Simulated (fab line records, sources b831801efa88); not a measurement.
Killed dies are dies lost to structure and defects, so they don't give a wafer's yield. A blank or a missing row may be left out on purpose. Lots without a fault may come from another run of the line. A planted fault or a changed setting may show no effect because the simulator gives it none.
Which tool did it? | flow sky130 | 10 lots, 30 wafers sampled, at 6 steps of a route of 708

WHAT THE GAUGES READ, wafer by wafer
SKY_LOCAL_INTERCONNECT_RS_MEAS_01: measures by four-point-probe.
lot  | measured     | on            | LOCAL_INTERCONNECT_TIN_RS (ohm/sq)
L431 | day 28 22:47 | film_metro-04 | 14.11 14.13 14.31
L432 | day 29 01:05 | film_metro-01 | 14.23 14.19 14.24
L433 | day 29 17:13 | film_metro-04 | 14.21 14.14 14.25
L434 | day 29 21:57 | film_metro-04 | 14.21 14.30 14.19
L441 | day 33 06:27 | film_metro-01 | 14.42 14.27 14.29
L446 | day 34 12:23 | film_metro-03 | 14.26 14.07 14.13
L447 | day 34 14:38 | film_metro-01 | 14.14 14.19 14.06
L448 | day 34 22:28 | film_metro-01 | 14.16 14.40 14.34
L453 | day 36 08:02 | film_metro-04 | 14.25 14.34 14.25
L454 | day 36 11:05 | film_metro-03 | 14.18 14.15 14.05

SKY_VIA1_THK_MEAS_01.
lot  | measured     | on            | VIA1_HDPCVD_THK (nm)
L431 | day 32 14:39 | film_metro-04 | 1031 1028 1026
L432 | day 32 16:41 | film_metro-03 | 1040 1024 1030
L433 | day 33 07:40 | film_metro-02 | 1023 1041 1025
L434 | day 33 12:07 | film_metro-04 | 1012 1008 1013
L441 | day 36 17:13 | film_metro-04 | 1028 1034 1025
L446 | day 37 22:17 | film_metro-02 | 1034 1024 1026
L447 | day 38 00:54 | film_metro-03 | 1047 1023 1055
L448 | day 38 08:35 | film_metro-04 | 1016 1020 1024
L453 | day 39 15:45 | film_metro-02 | 1028 1039 1033
L454 | day 39 19:59 | film_metro-04 | 1023 1006 1016

SKY_VIA4_RS_MEAS_19: measures by four-point-probe.
lot  | measured     | on            | VIA4_W_RS (ohm/sq)
L431 | day 42 13:59 | film_metro-01 | 0.2279 0.2292 0.2319
L432 | day 42 14:49 | film_metro-02 | 0.2291 0.2273 0.2301
L433 | day 43 05:19 | film_metro-01 | 0.2275 0.2277 0.2279
L434 | day 43 08:04 | film_metro-01 | 0.2276 0.2263 0.2306
L441 | day 46 02:11 | film_metro-04 | 0.7538 0.7294 0.2274
L446 | day 46 23:34 | film_metro-04 | 0.2225 0.2241 0.2237
L447 | day 47 03:51 | film_metro-04 | 0.2237 0.2303 0.2241
L448 | day 47 09:31 | film_metro-01 | 0.2256 0.2274 0.2266
L453 | day 48 08:20 | film_metro-04 | 0.2253 0.2217 0.2246
L454 | day 48 13:41 | film_metro-02 | 0.2278 0.2288 0.2278

SKY_VIA4_THK_MEAS_20: measures by xrf.
lot  | measured     | on            | VIA4_W_THK (nm)
L431 | day 42 14:06 | film_metro-01 | 515 512 507
L432 | day 42 14:56 | film_metro-02 | 509 515 505
L433 | day 43 05:26 | film_metro-01 | 515 513 515
L434 | day 43 08:11 | film_metro-01 | 514 517 504
L441 | day 46 02:19 | film_metro-04 | 157 161 513
L446 | day 46 23:41 | film_metro-04 | 525 520 522
L447 | day 47 03:58 | film_metro-04 | 525 510 524
L448 | day 47 09:38 | film_metro-01 | 518 514 515
L453 | day 48 08:27 | film_metro-04 | 516 526 516
L454 | day 48 13:48 | film_metro-02 | 514 512 515

WHICH TOOL RAN EACH LOT (tool, then ch and the chambers of the sampled wafers, then the start)
lot  | SKY_LOCAL_INTERCONNECT_STRIP_15      | SKY_VIA4_CVD_18
L431 | plasma_asher-02 ch 0,1, day 30 03:34 | cvd_w-01 ch 1, day 42 13:50
L432 | plasma_asher-02 ch 0,1, day 30 05:47 | cvd_w-01 ch 0,1, day 42 14:32
L433 | plasma_asher-02 ch 0,1, day 30 20:44 | cvd_w-02 ch 0,1, day 43 05:09
L434 | plasma_asher-03 ch 0,1, day 31 01:34 | cvd_w-02 ch 0,1, day 43 07:55
L441 | plasma_asher-04 ch 0,1, day 34 08:44 | cvd_w-01 ch 0,1, day 46 02:02
L446 | plasma_asher-03 ch 0,1, day 35 14:23 | cvd_w-02 ch 0,1, day 46 23:25
L447 | plasma_asher-04 ch 0,1, day 35 17:02 | cvd_w-02 ch 0,1, day 47 03:41
L448 | plasma_asher-02 ch 0,1, day 36 01:08 | cvd_w-02 ch 0, day 47 09:22
L453 | plasma_asher-04 ch 0,1, day 37 09:35 | cvd_w-01 ch 0,1, day 48 08:11
L454 | plasma_asher-04 ch 0,1, day 37 13:04 | cvd_w-01 ch 1, day 48 13:22
- SKY_LOCAL_INTERCONNECT_STRIP_15: strips in O2/N2.
- SKY_VIA4_CVD_18: deposits W, target thk 505 nm, time 152.14 s.

WHAT THE TOOLS THEMSELVES READ (means of the sampled wafers that have a number; where no wafer has one, the mark that the record gives instead)
SKY_LOCAL_INTERCONNECT_STRIP_15.
lot  | tool            | drypump_motor_current_A (A) | o2_flow_sccm (sccm) | oes_product_au (a.u.) | strip_time_to_endpoint_s (s)
L431 | plasma_asher-02 | 5.0                         | 3003                | 0.429                 | 4.719
L432 | plasma_asher-02 | 5.0                         | 2995                | 0.425                 | 4.722
L433 | plasma_asher-02 | 5.4                         | 2993                | 0.429                 | 4.739
L434 | plasma_asher-03 | 6.1                         | 3001                | 0.423                 | 4.714
L441 | plasma_asher-04 | 5.8                         | 2998                | 0.426                 | 4.722
L446 | plasma_asher-03 | 6.1                         | 3008                | 0.422                 | 4.716
L447 | plasma_asher-04 | 5.8                         | 2996                | 0.426                 | 4.696
L448 | plasma_asher-02 | 5.4                         | 3004                | 0.429                 | 4.713
L453 | plasma_asher-04 | 5.8                         | 3004                | 0.423                 | 4.736
L454 | plasma_asher-04 | 5.9                         | 2996                | 0.426                 | 4.700

SKY_VIA4_CVD_18.
lot  | tool     | heater_power_w (W)
L431 | cvd_w-01 | 873
L432 | cvd_w-01 | 841
L433 | cvd_w-02 | 871
L434 | cvd_w-02 | 893
L441 | cvd_w-01 | 826
L446 | cvd_w-02 | 879
L447 | cvd_w-02 | 870
L448 | cvd_w-02 | 909
L453 | cvd_w-01 | 827
L454 | cvd_w-01 | 865

THE ANSWER, worked out from the rows above alone
Rule: what is usual is taken from the lots themselves. Put in order of their means at a reading, lots are off if they are a third of the lots or fewer, leave a main group of 4 or more, and stand apart from it by a gap of 3 or more times the standard deviation of the main group's means; of several such gaps the widest counts. A main group whose means are all the same, to the digits that the tables above print for the reading, isn't used. A lot without any number at a reading at which 4 lots or more have one is off too. The other lots that the step has rows for count as sound. The gauges are gone through in route order, then the tools' own readings, and for those a lot's mean is taken as printed above. The first step at which some lot is off is used, and at that step the reading that is off furthest; a lot without a number counts as furthest.
Off: L441, at SKY_VIA4_RS_MEAS_19 (VIA4_W_RS). The main group: mean 0.2269 ohm/sq, standard deviation 0.002.
A tool fits if, at a process step before that reading, it ran every lot that is off, and no sound lot after the first of them. The gauges at SKY_VIA4_RS_MEAS_19 are tried like those tools. None of those tried fits.

WHAT THE SIMULATOR HAD PUT IN
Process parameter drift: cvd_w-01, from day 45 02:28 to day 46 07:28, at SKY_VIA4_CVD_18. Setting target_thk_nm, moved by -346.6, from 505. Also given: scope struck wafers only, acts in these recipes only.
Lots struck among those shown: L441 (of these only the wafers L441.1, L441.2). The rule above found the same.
